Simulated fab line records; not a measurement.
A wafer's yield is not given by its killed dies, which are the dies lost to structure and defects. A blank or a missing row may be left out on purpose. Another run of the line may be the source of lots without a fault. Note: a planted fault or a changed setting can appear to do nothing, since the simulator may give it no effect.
Check for tools in common | flow gf180mcu | Sample size 14 lots and 42 wafers

== THE REASON FOR OPENING IT ==
2 of 14 lots carry a flag on the reading HV_LDD_4_TW at GF_HV_LDD_TW_MEAS_50. Wafers without a fault read 570, standard deviation 3.
Rule: a lot gets a flag if all its wafers with a number sit over 4 standard deviations from that mean, or if no wafer of it has a number. As for the other lots, they are considered sound.

lot  | measured     | on            | HV_LDD_4_TW, wafer by wafer | flag
L207 | day 12 19:30 | film_metro-04 | 567 565 567                 |
L208 | day 13 02:40 | film_metro-03 | 573 571 569                 |
L212 | day 14 06:25 | film_metro-04 | 569 567 566                 |
L213 | day 14 14:11 | film_metro-01 | 503 503 505                 | FLAGGED
L214 | day 14 23:21 | film_metro-03 | 502 504 503                 | FLAGGED
L221 | day 17 08:24 | film_metro-04 | 571 570 569                 |
L222 | day 17 19:14 | film_metro-01 | 575 575 579                 |
L224 | day 18 07:19 | film_metro-04 | 569 568 569                 |
L225 | day 18 18:33 | film_metro-04 | 568 568 571                 |
L226 | day 18 22:44 | film_metro-04 | 568 564 568                 |
L227 | day 19 07:13 | film_metro-04 | 568 571 569                 |
L228 | day 19 17:38 | film_metro-03 | 570 570 571                 |
L229 | day 20 08:05 | film_metro-01 | 571 565 570                 |
L223 | day 21 05:23 | film_metro-01 | 573 572 572                 |
The mean of the flagged lots' numbers is 503, -67 from the usual (-22 standard deviations).

== WHICH TOOL EACH LOT WENT THROUGH ==
The record holds 1 process step before the reading, out of a route of 602 steps. In each cell: the tool, then ch and the chambers that the sampled wafers went through, then the start.
lot  | flag    | GF_HV_LDD_IMPLANT_48
L207 |         | implanter-03 ch 0, day 12 19:17
L208 |         | implanter-04 ch 0, day 13 02:25
L212 |         | implanter-04 ch 0, day 14 06:10
L213 | FLAGGED | implanter-04 ch 0, day 14 13:58
L214 | FLAGGED | implanter-04 ch 0, day 14 23:07
L221 |         | implanter-04 ch 0, day 17 08:10
L222 |         | implanter-04 ch 0, day 17 18:59
L224 |         | implanter-04 ch 0, day 18 07:05
L225 |         | implanter-04 ch 0, day 18 18:19
L226 |         | implanter-04 ch 0, day 18 22:29
L227 |         | implanter-04 ch 0, day 19 06:58
L228 |         | implanter-01 ch 0, day 19 17:23
L229 |         | implanter-03 ch 0, day 20 07:50
L223 |         | implanter-03 ch 0, day 21 05:08
What these steps do:
- GF_HV_LDD_IMPLANT_48
- GF_HV_LDD_TW_MEAS_50

== FLAGGED AGAINST TOTAL, ONE TOOL AT A TIME (gauges that did the reading follow at the end) ==
step                 | tool          | lots run | flagged | share of the flagged lots | sound lots run after its first flagged lot
GF_HV_LDD_IMPLANT_48 | implanter-01  | 1        | 0       | none                      | -
GF_HV_LDD_IMPLANT_48 | implanter-03  | 3        | 0       | none                      | -
GF_HV_LDD_IMPLANT_48 | implanter-04  | 10       | 2       | all                       | 6 (L221,L222,L224,L225,L226,L227)
GF_HV_LDD_TW_MEAS_50 | film_metro-01 | 4        | 1       | some                      | 3 (L222,L229,L223)
GF_HV_LDD_TW_MEAS_50 | film_metro-03 | 3        | 1       | some                      | 1 (L228)
GF_HV_LDD_TW_MEAS_50 | film_metro-04 | 7        | 0       | none                      | -

== THE TABLE: WHAT IT ALLOWS ==
1 row of the table ran every flagged lot: implanter-04 at GF_HV_LDD_IMPLANT_48.
- implanter-04 at GF_HV_LDD_IMPLANT_48: 2 of its 10 lots flagged. Sound lots followed the first flagged one (L221, L222, L224, L225, L226, L227) on it, something a lasting fault affecting the whole tool could not allow. Its own readings lie more than 4 standard deviations out on every wafer of the flagged lots: dose_ions_cm2, faraday_current_uA.
None of the table's rows ran every flagged lot and, after the first, no sound lot.

== WHAT THE SIMULATOR PUT IN ==
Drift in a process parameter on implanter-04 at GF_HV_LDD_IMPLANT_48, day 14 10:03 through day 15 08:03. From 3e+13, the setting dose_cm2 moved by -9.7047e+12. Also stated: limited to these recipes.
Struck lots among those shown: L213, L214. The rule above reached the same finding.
